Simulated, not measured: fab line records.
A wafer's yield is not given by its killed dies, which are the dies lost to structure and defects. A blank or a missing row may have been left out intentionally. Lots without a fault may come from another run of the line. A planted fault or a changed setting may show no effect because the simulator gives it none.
fab line records	flow sky130
[record] lots = 11	wafers = 33	last-day = 50
route steps=708 shown VIA3@588 CAP2M@615 METAL4@629 PAD_OPEN@708
lots untouched by any fault: they come from a run of this same line in which no faults occurred
start-h: start of the lot's first displayed wafer, in hours after the record's first day	wait-h: hours from the lot's prior step to this one	" unchanged from the row above	L1.1+2: a single row standing in for several wafers	- no value present, or no start provided	* or withheld: withheld	< > ~ a bound
route shown NAME@n: a module of which the file shows steps, and the number in the route of the first	usual: mean and standard deviation over wafers with no fault	same: alike in all rows	chamber/n: place in a boat	sites: each site's reading	_std_site: standard deviation of those values	_edge_site: inner sites' mean taken away from outer sites' mean	radius-mm: how far each site lies from the wafer's centre	mask NAME#n: copy n	behind: the tool/chamber that last shaped the wafer	hold: the reason the lot was held/the length of the hold in hours/how it ended	device: the n, p or np transistor that did not switch	end of line: tests of these same wafers at the route's end	a step without rows: its recipe alone	killed: dies that structure and defects cost at the first sort, which is not the same as the wafer's yield	map: dies across one wafer; x = killed, . = not, _ = none there
set.NAME: the setting that was run; set.NAME@STEP: the one run at that earlier step	model.NAME: the simulator's own value behind a step, which no gauge read
a sample of lots followed through the steps of the route, with each step as a table and each wafer as a row
services: a tool's chamber out of use, with start hour (start-h, from the record's first day; less than 0 if before it), hours out, and reason
[[steps]]
[step SKY_VIA3_ETCH_15]
[recipe] target = SiO2	chemistry = C4F8/O2/Ar	target-depth-nm = 507	stop-on = TiN	mask-material = KrF-thick	source-w = 1500	bias-w = 1200	pressure-mtorr = 40	c4f8-flow-sccm = withheld	O2_flow_sccm = 6	Ar_flow_sccm = 300	time-s = 78
[usual] oes-product-au = 0.950/0.0045	rf-fwd-power-W = 1488/6.2
[same] time-s = 78
lot.wafer	tool	chamber	start-h	wait-h	oes-product-au	rf-fwd-power-W
L707.1	rie-diel-04	1	930.73	0.0	0.948	1489
L707.2	"	3	"	"	0.953	1484
L707.4	"	0	"	"	0.948	1489
L708.2	rie-diel-01	3	935.14	0.0	0.946	1483
L708.3	"	1	"	"	0.956	1483
L708.4	"	0	"	"	0.955	1495
L711.1	rie-diel-01	0	976.08	0.0	0.945	1489
L711.5	"	3	"	"	0.956	1476
L711.6	"	0	"	"	0.949	1491
L712.3	rie-diel-01	0	983.35	0.0	0.950	1482
L712.5	"	0	"	"	0.958	1490
L712.6	"	3	"	"	0.953	1484
L717.1	rie-diel-03	1	1008.69	0.0	0.949	1491
L717.4	"	2	"	"	0.950	1482
L717.6	"	1	"	"	0.953	1491
L722.1	rie-diel-04	0	1043.28	0.0	0.953	1483
L722.2	"	1	"	"	0.950	1483
L722.5	"	1	"	"	0.944	1490
L723.2	rie-diel-03	3	1046.33	0.0	0.948	1488
L723.4	"	2	"	"	0.955	1487
L723.5	"	3	"	"	0.947	1490
L724.1	rie-diel-04	3	1049.28	0.0	0.951	1490
L724.4	"	0	"	"	0.958	1490
L724.5	"	1	"	"	0.949	1482
L725.1	rie-diel-01	2	1051.51	0.0	0.947	1494
L725.3	"	3	"	"	0.945	1478
L725.4	"	0	"	"	0.953	1493
L727.1	rie-diel-01	3	1067.30	0.0	0.956	1472
L727.5	"	3	"	"	0.958	1481
L727.6	"	0	"	"	0.947	1503
L728.1	rie-diel-01	3	1078.39	0.0	0.953	1480
L728.3	"	2	"	"	0.953	1496
L728.6	"	2	"	"	0.952	1490
[step SKY_CAP2M_OVL_MEAS_12]
[usual] CAP2M_OVL = -0.8/1.7
lot.wafer	tool	chamber	start-h	wait-h	CAP2M_OVL[nm]
L707.1	overlay-01	-	955.98	0.1	-1.6
L707.2	"	-	"	"	-3.8
L707.4	"	-	"	"	-2.6
L708.2	overlay-01	-	960.79	0.1	-2.9
L708.3	"	-	"	"	-2.1
L708.4	"	-	"	"	-0.6
L711.1	overlay-02	-	1001.19	0.1	0.7
L711.5	"	-	"	"	-0.1
L711.6	"	-	"	"	-1.2
L712.3	overlay-02	-	1008.25	0.1	-2.2
L712.5	"	-	"	"	0.1
L712.6	"	-	"	"	-0.7
L717.1	overlay-02	-	1033.36	0.1	0.4
L717.4	"	-	"	"	-0.2
L717.6	"	-	"	"	-1.0
L722.1	overlay-02	-	1066.76	0.1	0.8
L722.2	"	-	"	"	1.0
L722.5	"	-	"	"	1.5
L723.2	overlay-01	-	1069.42	0.1	1.6
L723.4	"	-	"	"	0.5
L723.5	"	-	"	"	-0.5
L724.1	overlay-02	-	1071.86	0.1	-0.1
L724.4	"	-	"	"	1.5
L724.5	"	-	"	"	0.7
L725.1	overlay-01	-	1075.23	0.1	0.5
L725.3	"	-	"	"	-1.1
L725.4	"	-	"	"	-0.5
L727.1	overlay-01	-	1089.19	0.1	-1.1
L727.5	"	-	"	"	-0.4
L727.6	"	-	"	"	-1.4
L728.1	overlay-02	-	1101.06	0.1	-2.2
L728.3	"	-	"	"	-3.7
L728.6	"	-	"	"	-0.5
[step SKY_CAP2M_METAL_ETCH_13]
[recipe] target-depth-nm = 220	stop-on = SiO2	chemistry = Cl2/BCl3	target = TiN	pressure-mtorr = 10	icp-w = 900	bias-w = 48.5	Cl2_flow_sccm = 60	bcl3-flow-sccm = 30	time-s = 62.9
[usual] drypump-motor-current-A = 5.3/0.67	oes-product-au = 0.942/0.0062	rf-fwd-power-W = 891/3.3	throttle-valve-pct = 21.902/0.0089
[same] time-s = 62.9
lot.wafer	tool	chamber	start-h	wait-h	drypump-motor-current-A	oes-product-au	rf-fwd-power-W	rf-hours-counter-h	throttle-valve-pct
L707.1	rie-metal-02	0	956.02	0.0	6.8	0.937	895	16	21.912
L707.2	"	1	"	"	5.1	0.924	884	3	21.900
L707.4	"	1	"	"	5.1	0.938	885	-	21.908
L708.2	rie-metal-04	0	960.82	0.0	5.7	0.948	886	15	21.881
L708.3	"	0	"	"	5.7	0.951	886	-	21.900
L708.4	"	1	"	"	5.1	0.941	895	-	21.890
L711.1	rie-metal-02	0	1001.22	0.0	6.7	0.941	888	18	21.891
L711.5	"	1	"	"	5.1	0.943	887	-	21.901
L711.6	"	0	"	"	6.8	0.944	890	-	21.886
L712.3	rie-metal-01	0	1008.30	0.0	5.0	0.938	888	-	21.877
L712.5	"	0	"	"	5.0	0.942	889	-	21.905
L712.6	"	1	"	"	4.7	0.935	894	-	21.904
L717.1	rie-metal-02	0	1033.40	0.0	6.8	0.931	894	20	21.909
L717.4	"	0	"	"	6.8	0.936	891	-	21.901
L717.6	"	1	"	"	5.1	0.933	890	-	21.913
L722.1	rie-metal-04	1	1066.80	0.0	5.0	0.947	890	6	21.898
L722.2	"	0	"	"	5.8	0.937	886	21	21.903
L722.5	"	0	"	"	5.7	0.944	890	-	21.909
L723.2	rie-metal-01	1	1069.45	0.0	4.7	0.950	895	22	21.889
L723.4	"	0	"	"	5.0	0.944	887	-	21.888
L723.5	"	0	"	"	5.0	0.951	890	-	21.897
L724.1	rie-metal-04	0	1071.90	0.0	5.8	0.914	748	22	21.902
L724.4	"	0	"	"	5.8	0.914	744	-	21.935
L724.5	"	1	"	"	5.0	0.912	748	-	21.921
L725.1	rie-metal-04	1	1075.27	0.0	5.0	0.925	747	7	21.931
L725.3	"	1	"	"	5.0	0.928	743	-	21.928
L725.4	"	0	"	"	5.7	0.915	745	-	21.921
L727.1	rie-metal-02	0	1089.22	0.0	6.8	0.938	893	24	21.909
L727.5	"	1	"	"	5.1	0.946	892	-	21.897
L727.6	"	0	"	"	6.8	0.939	892	-	21.908
L728.1	rie-metal-01	1	1101.10	0.0	4.7	0.931	893	24	21.920
L728.3	"	0	"	"	5.0	0.939	889	-	21.910
L728.6	"	1	"	"	4.7	0.927	895	-	21.902
[step SKY_CAP2M_STRIP_14]
[recipe] chemistry = O2/N2	power-w = 1400	pressure-mtorr = 1500	platen-temp-c = withheld	o2-flow-sccm = 3000	n2-flow-sccm = 300	overash-fraction = 0.5
[usual] drypump-motor-current-A = 5.77/0.17	oes-product-au = 0.710/0.005	strip-time-to-endpoint-s = 12.63/0.04
lot.wafer	tool	chamber	start-h	wait-h	drypump-motor-current-A	oes-product-au	rf-hours-counter-h	strip-time-to-endpoint-s
L707.1	plasma-asher-02	1	956.10	0.1	5.87	0.713	117	12.70
L707.2	"	0	"	"	5.53	0.709	117	12.66
L707.4	"	1	"	"	5.89	0.713	-	12.63
L708.2	plasma-asher-02	0	960.90	0.1	5.53	0.714	117	12.66
L708.3	"	1	"	"	5.86	0.713	-	12.70
L708.4	"	0	"	"	5.53	0.710	-	12.65
L711.1	plasma-asher-03	0	1001.30	0.1	6.04	0.709	84	12.62
L711.5	"	1	"	"	5.58	0.711	-	12.60
L711.6	"	0	"	"	6.06	0.716	-	12.64
L712.3	plasma-asher-02	0	1008.38	0.1	5.53	0.713	-	12.67
L712.5	"	0	"	"	5.53	0.707	-	12.66
L712.6	"	1	"	"	5.90	0.712	-	12.72
L717.1	plasma-asher-01	0	1033.47	0.1	5.82	0.698	28	12.66
L717.4	"	1	"	"	5.76	0.701	-	12.64
L717.6	"	0	"	"	5.83	0.702	-	12.61
L722.1	plasma-asher-01	1	1066.87	0.1	5.79	0.715	32	12.57
L722.2	"	0	"	"	5.83	0.716	32	12.59
L722.5	"	1	"	"	5.77	0.711	-	12.58
L723.2	plasma-asher-01	1	1069.52	0.1	5.78	0.711	32	12.59
L723.4	"	1	"	"	5.78	0.708	-	12.65
L723.5	"	0	"	"	5.83	0.701	-	12.63
L724.1	plasma-asher-02	1	1071.97	0.1	5.89	0.717	1	12.83
L724.4	"	1	"	"	5.89	0.703	-	12.78
L724.5	"	1	"	"	5.89	0.711	-	12.80
L725.1	plasma-asher-02	1	1075.35	0.1	5.92	0.717	1	12.82
L725.3	"	1	"	"	5.89	0.709	-	12.83
L725.4	"	0	"	"	5.51	0.712	-	12.76
L727.1	plasma-asher-02	0	1089.30	0.1	5.54	0.714	2	12.71
L727.5	"	0	"	"	5.54	0.712	-	12.63
L727.6	"	1	"	"	5.89	0.709	-	12.70
L728.1	plasma-asher-02	1	1101.17	0.1	5.96	0.712	4	12.64
L728.3	"	1	"	"	5.92	0.706	-	12.61
L728.6	"	1	"	"	5.95	0.711	-	12.63
[step SKY_METAL4_CD_MEAS_13]
[recipe] target-cd-nm = 300
[usual] cd-nm = 299.8/1.4
lot.wafer	tool	chamber	start-h	wait-h	cd-nm
L707.1	cd-sem-02	-	979.74	-	296.3
L707.2	"	-	"	"	297.4
L707.4	"	-	"	"	296.8
L708.2	cd-sem-01	-	985.01	-	298.3
L708.3	"	-	"	"	297.7
L708.4	"	-	"	"	298.5
L711.1	cd-sem-01	-	1024.85	-	298.2
L711.5	"	-	"	"	298.1
L711.6	"	-	"	"	298.4
L712.3	cd-sem-01	-	1031.70	-	298.7
L712.5	"	-	"	"	300.4
L712.6	"	-	"	"	298.2
L717.1	cd-sem-01	-	1056.69	-	299.0
L717.4	"	-	"	"	300.2
L717.6	"	-	"	"	300.6
L722.1	cd-sem-01	-	1088.46	-	297.6
L722.2	"	-	"	"	298.1
L722.5	"	-	"	"	297.9
L723.2	cd-sem-01	-	1090.88	-	300.3
L723.4	"	-	"	"	298.7
L723.5	"	-	"	"	297.1
L727.1	cd-sem-02	-	1110.14	-	300.2
L727.5	"	-	"	"	300.2
L727.6	"	-	"	"	298.6
L728.1	cd-sem-02	-	1121.71	-	299.1
L728.3	"	-	"	"	299.5
L728.6	"	-	"	"	300.3
[step SKY_PAD_OPEN_PROBE_99]
[usual] defect-limited-yield = 82.6/1.9	killed_at_M0_to_M3 = 43/6.9	killed_at_M4_up = 3.0/1.8	killed-at-contacts = 24/4.8	killed-at-front-end = 15/4.5	killed-at-other = 0.4/0.67	killed-dies = 86/9.2	killed-on-rim = 17/3.5	killed-open = 46/6.9	killed-short = 39/6
[same] gross-dies = 492	killed-at-back-side = 0
lot.wafer	tool	chamber	start-h	wait-h	defect-limited-yield[%]	killed_at_M0_to_M3	killed_at_M4_up	killed-at-contacts	killed-at-front-end	killed-at-other	killed-dies	killed-on-rim	killed-open	killed-short
L707.1	prober-02	-	1075.55	0.1	77.6	55	3	33	18	1	110	23	65	45
L707.2	prober-02	-	1075.60	0.1	79.5	54	4	32	10	1	101	19	49	52
L707.4	prober-02	-	1075.70	0.2	80.5	49	0	35	12	0	96	21	60	36
L708.2	prober-01	-	1079.73	0.1	83.1	40	4	26	13	0	83	15	49	34
L708.3	prober-01	-	1079.78	0.2	80.1	57	6	20	15	0	98	20	49	49
L708.4	prober-01	-	1079.83	0.2	83.3	39	3	22	18	0	82	12	33	49
L711.1	prober-02	-	1117.38	0.1	83.3	40	3	26	12	1	82	16	37	44
L711.5	prober-02	-	1117.58	0.2	83.9	34	1	23	19	2	79	15	36	40
L711.6	prober-02	-	1117.63	0.2	83.5	44	0	16	19	2	81	13	38	41
L712.3	prober-01	-	1122.32	0.2	83.1	42	3	23	15	0	83	16	47	36
L712.5	prober-01	-	1122.42	0.2	82.9	50	2	26	6	0	84	12	44	40
L712.6	prober-01	-	1122.47	0.2	81.9	49	3	20	16	1	89	16	45	43
L717.1	prober-01	-	1144.57	0.1	79.9	56	7	28	7	1	99	19	59	39
L717.4	prober-01	-	1144.72	0.2	83.5	47	3	21	10	0	81	15	49	31
L717.6	prober-01	-	1144.82	0.2	82.7	45	2	25	13	0	85	19	47	37
L722.1	prober-02	-	1172.01	0.1	81.5	52	2	20	17	0	91	22	52	37
L722.2	prober-02	-	1172.06	0.1	82.1	41	3	26	18	0	88	14	51	36
L722.5	prober-02	-	1172.21	0.2	83.3	35	2	29	16	0	82	20	49	33
L723.2	prober-01	-	1174.52	0.1	84.1	36	1	28	12	1	78	17	43	34
L723.4	prober-01	-	1174.62	0.2	82.3	44	2	22	19	0	87	20	45	42
L723.5	prober-01	-	1174.67	0.2	82.1	46	1	26	13	2	88	22	52	36
L724.1	prober-02	-	1176.96	0.1	0.4	42	2	20	15	411	490	94	46	33
L724.4	prober-02	-	1177.11	0.2	1.2	48	2	21	11	404	486	91	47	35
L724.5	prober-02	-	1177.16	0.2	9.3	49	2	19	12	364	446	68	40	42
L725.1	prober-01	-	1178.70	0.1	10.0	45	5	27	13	353	443	66	50	37
L725.3	prober-01	-	1178.80	0.2	14.0	43	3	24	9	344	423	52	40	39
L725.4	prober-01	-	1178.85	0.2	1.0	43	1	28	17	398	487	93	55	33
L727.1	prober-01	-	1189.91	0.1	82.3	45	2	27	13	0	87	18	48	38
L727.5	prober-01	-	1190.11	0.2	83.5	47	1	22	10	1	81	17	32	49
L727.6	prober-01	-	1190.16	0.2	80.9	45	3	26	20	0	94	16	47	47
L728.1	prober-02	-	1198.34	0.1	81.3	43	3	31	14	1	92	19	45	45
L728.3	prober-02	-	1198.44	0.2	86.4	31	2	22	11	1	67	17	33	33
L728.6	prober-02	-	1198.59	0.2	83.5	43	3	21	14	0	81	23	42	37
// killed by level:class
L707.1 CONTACT:geometric-particle:open=18 VIA3:geometric-particle:open=10 LI_CONTACT:geometric-particle:open=10 VIA1:geometric-particle:open=8 VIA1:geometric-particle:short=7 METAL2:geometric-particle:short=7 VIA2:geometric-particle:open=7 POLY_GATE:geometric-particle:short=6
L707.2 CONTACT:geometric-particle:open=11 VIA1:geometric-particle:open=11 VIA2:geometric-particle:open=10 VIA1:geometric-particle:short=9 CONTACT:geometric-particle:short=8 LI_CONTACT:geometric-particle:open=6 METAL1:geometric-particle:short=6 METAL2:geometric-particle:short=6
L707.4 VIA1:geometric-particle:open=17 CONTACT:geometric-particle:open=14 LI_CONTACT:geometric-particle:open=8 VIA3:geometric-particle:open=6 VIA1:geometric-particle:short=6 LOCAL_INTERCONNECT:geometric-particle:short=5 POLY_GATE:geometric-particle:open=4 METAL1:geometric-particle:short=4
L708.2 VIA1:geometric-particle:open=9 CONTACT:geometric-particle:open=8 LI_CONTACT:geometric-particle:open=7 VIA2:geometric-particle:open=7 LOCAL_INTERCONNECT:geometric-particle:short=6 VIA3:geometric-particle:open=5 VIA1:geometric-particle:short=4 METAL2:geometric-particle:short=4
L708.3 VIA1:geometric-particle:open=14 VIA3:geometric-particle:open=9 VIA1:geometric-particle:short=8 LI_CONTACT:geometric-particle:open=7 METAL2:geometric-particle:short=7 METAL4:geometric-particle:short=6 POLY_GATE:geometric-particle:open=5 METAL1:geometric-particle:short=5
L708.4 VIA1:geometric-particle:open=10 LOCAL_INTERCONNECT:geometric-particle:short=7 METAL2:geometric-particle:short=6 VIA2:geometric-particle:open=5 CONTACT:geometric-particle:short=5 FIELD_ISO:geometric-particle:short=4 FIELD_ISO:geometric-particle:open=4 SPACER:geometric-particle:short=4
L711.1 LI_CONTACT:geometric-particle:open=10 VIA1:geometric-particle:open=9 METAL2:geometric-particle:short=7 FIELD_ISO:geometric-particle:short=6 VIA1:geometric-particle:short=6 CONTACT:geometric-particle:short=5 VIA2:geometric-particle:open=5 CONTACT:geometric-particle:open=4
L711.5 CONTACT:geometric-particle:short=8 POLY_GATE:geometric-particle:open=6 VIA1:geometric-particle:open=6 VIA2:geometric-particle:open=6 METAL2:geometric-particle:short=5 POLY_GATE:geometric-particle:short=4 LI_CONTACT:geometric-particle:open=4 CONTACT:geometric-particle:open=4
L711.6 FIELD_ISO:geometric-particle:short=8 VIA2:geometric-particle:open=8 METAL1:geometric-particle:short=7 METAL2:geometric-particle:short=6 VIA2:geometric-particle:short=6 LI_CONTACT:geometric-particle:open=5 VIA3:geometric-particle:open=5 VIA1:geometric-particle:open=5
L712.3 VIA1:geometric-particle:open=10 VIA2:geometric-particle:open=9 CONTACT:geometric-particle:open=7 LI_CONTACT:geometric-particle:open=6 METAL1:geometric-particle:short=6 LOCAL_INTERCONNECT:geometric-particle:short=5 FIELD_ISO:geometric-particle:short=4 FIELD_ISO:geometric-particle:open=4
L712.5 VIA1:geometric-particle:open=9 CONTACT:geometric-particle:open=8 VIA3:geometric-particle:open=8 METAL2:geometric-particle:short=7 LOCAL_INTERCONNECT:geometric-particle:short=7 METAL1:geometric-particle:short=6 CONTACT:geometric-particle:short=5 VIA2:geometric-particle:open=5
L712.6 VIA1:geometric-particle:open=11 METAL2:geometric-particle:short=10 VIA3:geometric-particle:open=8 CONTACT:geometric-particle:open=6 VIA2:geometric-particle:open=6 FIELD_ISO:geometric-particle:short=5 VIA1:geometric-particle:short=5 LOCAL_INTERCONNECT:geometric-particle:short=4
L717.1 VIA1:geometric-particle:open=13 CONTACT:geometric-particle:open=12 VIA2:geometric-particle:open=8 VIA3:geometric-particle:open=8 LI_CONTACT:geometric-particle:open=7 VIA1:geometric-particle:short=7 CONTACT:geometric-particle:short=6 VIA2:geometric-particle:short=5
L717.4 VIA1:geometric-particle:open=16 LI_CONTACT:geometric-particle:open=8 VIA3:geometric-particle:open=7 CONTACT:geometric-particle:open=6 VIA1:geometric-particle:short=5 METAL2:geometric-particle:short=5 POLY_GATE:geometric-particle:open=4 LOCAL_INTERCONNECT:geometric-particle:short=4
L717.6 VIA3:geometric-particle:open=10 VIA2:geometric-particle:open=8 LI_CONTACT:geometric-particle:open=7 VIA3:geometric-particle:short=6 LOCAL_INTERCONNECT:geometric-particle:short=6 CONTACT:geometric-particle:open=6 VIA1:geometric-particle:short=6 VIA1:geometric-particle:open=6
L722.1 LI_CONTACT:geometric-particle:open=9 METAL2:geometric-particle:short=9 VIA3:geometric-particle:open=8 VIA2:geometric-particle:open=7 VIA1:geometric-particle:short=7 POLY_GATE:geometric-particle:open=6 CONTACT:geometric-particle:open=5 VIA1:geometric-particle:open=5
L722.2 VIA1:geometric-particle:open=11 LI_CONTACT:geometric-particle:open=10 VIA3:geometric-particle:open=7 FIELD_ISO:geometric-particle:open=6 CONTACT:geometric-particle:short=6 CONTACT:geometric-particle:open=5 VIA1:geometric-particle:short=5 VIA2:geometric-particle:open=5
L722.5 CONTACT:geometric-particle:open=15 VIA1:geometric-particle:open=14 CONTACT:geometric-particle:short=7 VIA3:geometric-particle:open=7 POLY_GATE:geometric-particle:short=5 FIELD_ISO:geometric-particle:open=4 METAL2:geometric-particle:short=4 FIELD_ISO:geometric-particle:short=3
L723.2 CONTACT:geometric-particle:open=14 VIA2:geometric-particle:open=7 VIA1:geometric-particle:open=7 LOCAL_INTERCONNECT:geometric-particle:short=6 METAL2:geometric-particle:short=6 LI_CONTACT:geometric-particle:open=5 VIA1:geometric-particle:short=5 METAL1:geometric-particle:short=4
L723.4 METAL1:geometric-particle:short=9 VIA1:geometric-particle:open=8 VIA2:geometric-particle:open=7 LI_CONTACT:geometric-particle:open=6 VIA3:geometric-particle:open=6 CONTACT:geometric-particle:short=5 CONTACT:geometric-particle:open=5 POLY_GATE:geometric-particle:open=4
L723.5 VIA1:geometric-particle:open=13 LI_CONTACT:geometric-particle:open=11 METAL2:geometric-particle:short=9 CONTACT:geometric-particle:open=6 VIA2:geometric-particle:open=6 METAL2:geometric-particle:open=5 FIELD_ISO:geometric-particle:short=4 LI_CONTACT:geometric-particle:short=4
L724.1 CAP2M:area-etch=411 VIA1:geometric-particle:open=13 VIA2:geometric-particle:open=8 FIELD_ISO:geometric-particle:short=5 VIA3:geometric-particle:open=5 CONTACT:geometric-particle:short=5 CONTACT:geometric-particle:open=5 FIELD_ISO:geometric-particle:open=4
L724.4 CAP2M:area-etch=404 VIA2:geometric-particle:open=12 VIA3:geometric-particle:open=8 CONTACT:geometric-particle:open=7 VIA2:geometric-particle:short=7 LI_CONTACT:geometric-particle:open=6 METAL1:geometric-particle:short=5 VIA1:geometric-particle:open=5
L724.5 CAP2M:area-etch=364 VIA1:geometric-particle:open=11 VIA2:geometric-particle:open=8 METAL3:geometric-particle:short=8 CONTACT:geometric-particle:open=7 METAL1:geometric-particle:short=6 LI_CONTACT:geometric-particle:open=5 VIA1:geometric-particle:short=5
L725.1 CAP2M:area-etch=353 CONTACT:geometric-particle:open=11 VIA1:geometric-particle:open=9 CONTACT:geometric-particle:short=7 VIA1:geometric-particle:short=7 VIA2:geometric-particle:open=7 LI_CONTACT:geometric-particle:open=6 VIA3:geometric-particle:open=4
L725.3 CAP2M:area-etch=344 VIA1:geometric-particle:open=14 VIA2:geometric-particle:open=8 CONTACT:geometric-particle:short=6 CONTACT:geometric-particle:open=6 LI_CONTACT:geometric-particle:open=5 METAL1:geometric-particle:short=5 METAL2:geometric-particle:short=5
L725.4 CAP2M:area-etch=398 VIA1:geometric-particle:open=15 CONTACT:geometric-particle:open=13 FIELD_ISO:geometric-particle:open=6 VIA1:geometric-particle:short=6 LI_CONTACT:geometric-particle:open=5 CONTACT:geometric-particle:short=5 FIELD_ISO:geometric-particle:short=4
L727.1 VIA1:geometric-particle:open=17 CONTACT:geometric-particle:open=12 VIA1:geometric-particle:short=7 LI_CONTACT:geometric-particle:open=5 POLY_GATE:geometric-particle:open=4 POLY_GATE:geometric-particle:short=4 LOCAL_INTERCONNECT:geometric-particle:short=4 METAL1:geometric-particle:short=4
L727.5 VIA1:geometric-particle:open=13 METAL2:geometric-particle:short=10 CONTACT:geometric-particle:short=8 FIELD_ISO:geometric-particle:short=6 CONTACT:geometric-particle:open=6 LOCAL_INTERCONNECT:geometric-particle:short=5 VIA3:geometric-particle:open=5 VIA1:geometric-particle:short=4
L727.6 CONTACT:geometric-particle:open=11 VIA1:geometric-particle:open=10 POLY_GATE:geometric-particle:short=7 LI_CONTACT:geometric-particle:open=6 FIELD_ISO:geometric-particle:short=5 METAL2:geometric-particle:short=5 METAL1:geometric-particle:short=5 VIA1:geometric-particle:short=5
L728.1 VIA1:geometric-particle:short=8 LI_CONTACT:geometric-particle:open=8 LOCAL_INTERCONNECT:geometric-particle:short=7 CONTACT:geometric-particle:open=7 VIA1:geometric-particle:open=6 VIA2:geometric-particle:open=6 METAL2:geometric-particle:short=5 VIA3:geometric-particle:open=5
L728.3 VIA1:geometric-particle:open=10 CONTACT:geometric-particle:open=8 FIELD_ISO:geometric-particle:short=6 VIA2:geometric-particle:short=5 LI_CONTACT:geometric-particle:open=4 METAL1:geometric-particle:short=4 LI_CONTACT:geometric-particle:short=3 LOCAL_INTERCONNECT:geometric-particle:short=3
L728.6 VIA1:geometric-particle:open=9 VIA2:geometric-particle:open=9 CONTACT:geometric-particle:open=7 CONTACT:geometric-particle:short=6 VIA1:geometric-particle:short=5 METAL2:geometric-particle:short=5 FIELD_ISO:geometric-particle:short=4 METAL1:geometric-particle:short=4
[[services]]
tool	chamber	start-h	hours	kind
rie-metal-04	1	919.09	-	clean
rie-metal-04	1	919.09	20.9	scheduled-down
rie-diel-03	0	939.51	16.7	repair
plasma-asher-02	-	950.47	0.4	repair
plasma-asher-03	-	955.74	1.0	repair
plasma-asher-03	-	958.38	2.8	pm
rie-metal-04	0	978.12	3.9	repair
rie-diel-03	1	993.86	3.5	repair
rie-metal-01	-	997.18	0.3	repair
rie-diel-04	2	1002.61	5.2	repair
rie-diel-01	2	1007.55	4.3	repair
rie-diel-04	1	1009.22	2.2	repair
rie-metal-04	1	1013.16	6.1	repair
rie-diel-01	0	1029.78	9.2	repair
plasma-asher-03	-	1040.01	7.5	repair
plasma-asher-02	-	1049.16	5.8	repair
plasma-asher-02	-	1055.33	9.0	pm
plasma-asher-02	0	1055.33	9.0	vent-cycle
plasma-asher-02	1	1055.33	9.0	vent-cycle
rie-diel-03	2	1062.49	7.7	repair
plasma-asher-02	0	1064.33	-	clean
plasma-asher-02	1	1064.33	-	clean
rie-diel-04	1	1079.70	3.9	repair
rie-diel-04	-	1089.70	14.6	pm
[[key]]
[first-sign] step = SKY_CAP2M_METAL_ETCH_13	reading = rf-fwd-power-W	direction = down	sigmas = 44	usual = 891	struck = 746
[effect] step = SKY_CAP2M_METAL_ETCH_13	reading = oes-product-au	direction = down	sigmas = 3.8	usual = 0.942	struck = 0.918
[effect] step = SKY_CAP2M_STRIP_14	reading = strip-time-to-endpoint-s	direction = up	sigmas = 4.3	usual = *	struck = *
[effect] step = SKY_PAD_OPEN_PROBE_99	reading = killed-at-other	direction = up	sigmas = 99+	usual = 0.4	struck = 379
[more-kills-born-at] SKY_CAP2M_METAL_ETCH_13@rie-metal-04 = 2274
met-at SKY_CAP2M_METAL_ETCH_13
struck-lots L724,L725
later-rows-left-out L724.1,L724.4,L724.5,L725.1,L725.3,L725.4
not-acting-at SKY_VIA3_ETCH_15,SKY_CAP2M_OVL_MEAS_12,SKY_METAL4_CD_MEAS_13
onset-between 1066.80 1071.90
[fault] kind = process-parameter-drift	tool = rie-metal-04	chamber = -	onset-h = 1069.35	steps = SKY_CAP2M_METAL_ETCH_13	channel = icp-w	offset = -144	shape = step	end-h = 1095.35	acts-in = these-recipes-only	stated = 900
// later-rows-left-out: the simulator's readings of these wafers behind a module that went badly wrong aren't trusted and aren't shown, but for the sort
